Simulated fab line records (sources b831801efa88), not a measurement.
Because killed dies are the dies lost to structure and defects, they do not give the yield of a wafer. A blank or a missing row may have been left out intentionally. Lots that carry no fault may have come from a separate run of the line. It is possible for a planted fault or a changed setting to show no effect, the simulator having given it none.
The tool behind it: which one? -- flow sky130 -- 12 lots, 36 wafers sampled, at 3 steps of a route of 708

## WHAT THE GAUGES SHOWED, per wafer
SKY_VIA2_THK_MEAS_23: measures by xrf.
lot,measured,on,VIA2_W_THK (nm)
L353,day 36 20:46,film-metro-04,427 425 429
L360,day 39 03:58,film-metro-04,434 424 430
L364,day 40 08:58,film-metro-01,424 425 425
L365,day 40 14:29,film-metro-02,433 432 436
L366,day 40 21:50,film-metro-04,425 428 423
L368,day 41 14:28,film-metro-04,437 434 431
L369,day 41 17:20,film-metro-04,436 434 431
L370,day 42 03:01,film-metro-01,417 419 417
L371,day 42 10:42,film-metro-01,416 417 417
L372,day 42 12:13,film-metro-01,417 418 421
L373,day 42 21:05,film-metro-01,429 418 426
L374,day 43 00:32,film-metro-01,426 427 431

## WHAT TOOL EACH LOT RAN ON (gives the tool, then ch and the chambers of the sampled wafers, and finally the start)
lot,SKY_CONTACT_ETCH_18,SKY_METAL1_SPUTTER_02
L353,"rie-diel-03 ch 0,3, day 32 05:00","pvd-sputter-02, day 32 06:31"
L360,"rie-diel-03 ch 0,1,2, day 34 14:00","pvd-sputter-04, day 34 15:28"
L364,"rie-diel-04 ch 0,1,3, day 35 18:00","pvd-sputter-01, day 35 19:21"
L365,"rie-diel-01 ch 0,1, day 36 00:00","pvd-sputter-01, day 36 01:40"
L366,"rie-diel-01 ch 0,1,2, day 36 10:00","pvd-sputter-01, day 36 12:00"
L368,"rie-diel-04 ch 0,2,3, day 37 03:00","pvd-sputter-04, day 37 05:38"
L369,"rie-diel-03 ch 0,3, day 37 06:00","pvd-sputter-02, day 37 07:57"
L370,"rie-diel-03 ch 0,1,2, day 37 17:00","pvd-sputter-01, day 37 18:54"
L371,"rie-diel-03 ch 1,2,3, day 37 22:00","pvd-sputter-04, day 38 00:01"
L372,"rie-diel-01 ch 1,2,3, day 38 04:00","pvd-sputter-04, day 38 06:15"
L373,"rie-diel-03 ch 1,2,3, day 38 13:00","pvd-sputter-02, day 38 15:05"
L374,"rie-diel-04 ch 1,2,3, day 38 18:00","pvd-sputter-02, day 38 19:58"
- SKY_CONTACT_ETCH_18: etches Si3N4 in CHF3/O2, stops on TiN, time 39 s, target depth 75 nm.
- SKY_METAL1_SPUTTER_02: material AlCu, target thk 250 nm, time 13.3 s.

## AS READ BY THE TOOLS THEMSELVES (means over the sampled wafers that have a number; for cases with no such wafer, the mark the record gives instead)
SKY_CONTACT_ETCH_18.
lot,tool,bias-w (W),drypump-motor-current-A (A),oes-product-au (a.u.),throttle-valve-pct (%)
L353,rie-diel-03,199.9,6.0,0.854,8.793
L360,rie-diel-03,235.8,5.4,0.846,8.787
L364,rie-diel-04,199.7,5.8,0.846,8.796
L365,rie-diel-01,200.1,5.7,0.862,8.796
L366,rie-diel-01,200.2,5.8,0.858,8.795
L368,rie-diel-04,200.0,5.7,0.865,8.797
L369,rie-diel-03,199.3,5.9,0.869,8.803
L370,rie-diel-03,200.0,5.4,0.854,8.799
L371,rie-diel-03,200.3,5.2,0.853,8.782
L372,rie-diel-01,199.8,5.8,0.848,8.787
L373,rie-diel-03,200.1,5.1,0.844,8.789
L374,rie-diel-04,200.0,5.5,0.847,8.801

SKY_METAL1_SPUTTER_02.
lot,tool,throttle-valve-pct (%)
L353,pvd-sputter-02,30.6
L360,pvd-sputter-04,30.3
L364,pvd-sputter-01,30.7
L365,pvd-sputter-01,30.5
L366,pvd-sputter-01,30.8
L368,pvd-sputter-04,29.5
L369,pvd-sputter-02,29.0
L370,pvd-sputter-01,30.7
L371,pvd-sputter-04,30.3
L372,pvd-sputter-04,29.7
L373,pvd-sputter-02,29.4
L374,pvd-sputter-02,29.8

## THE ANSWER, worked out from the rows above alone
Rule: the lots themselves supply what counts as usual. Put in order of their means at a reading, lots are off if they are a third of the lots or fewer, leave a main group of 4 or more, and stand apart from it by a gap of 3 or more times the standard deviation of the main group's means; of several such gaps the widest counts. A main group whose means are all the same, to the digits that the tables above print for the reading, isn't used. A lot without any number at a reading at which 4 lots or more have one is off too. All remaining lots with rows at the step are treated as sound. The gauges are gone through in route order, then the tools' own readings, and for those a lot's mean is taken as printed above. The first step at which some lot is off is used, and at that step the reading that is off furthest; a lot without a number counts as furthest.
Off: L360, at SKY_CONTACT_ETCH_18 (bias-w). Mean 199.9 W and standard deviation 0.26 in the main group.
A tool fits if, at that step or a process step before it, it ran every lot that is off, and no sound lot after the first of them. No candidate that was tried fits.

## WHAT THE SIMULATOR HAD INSERTED
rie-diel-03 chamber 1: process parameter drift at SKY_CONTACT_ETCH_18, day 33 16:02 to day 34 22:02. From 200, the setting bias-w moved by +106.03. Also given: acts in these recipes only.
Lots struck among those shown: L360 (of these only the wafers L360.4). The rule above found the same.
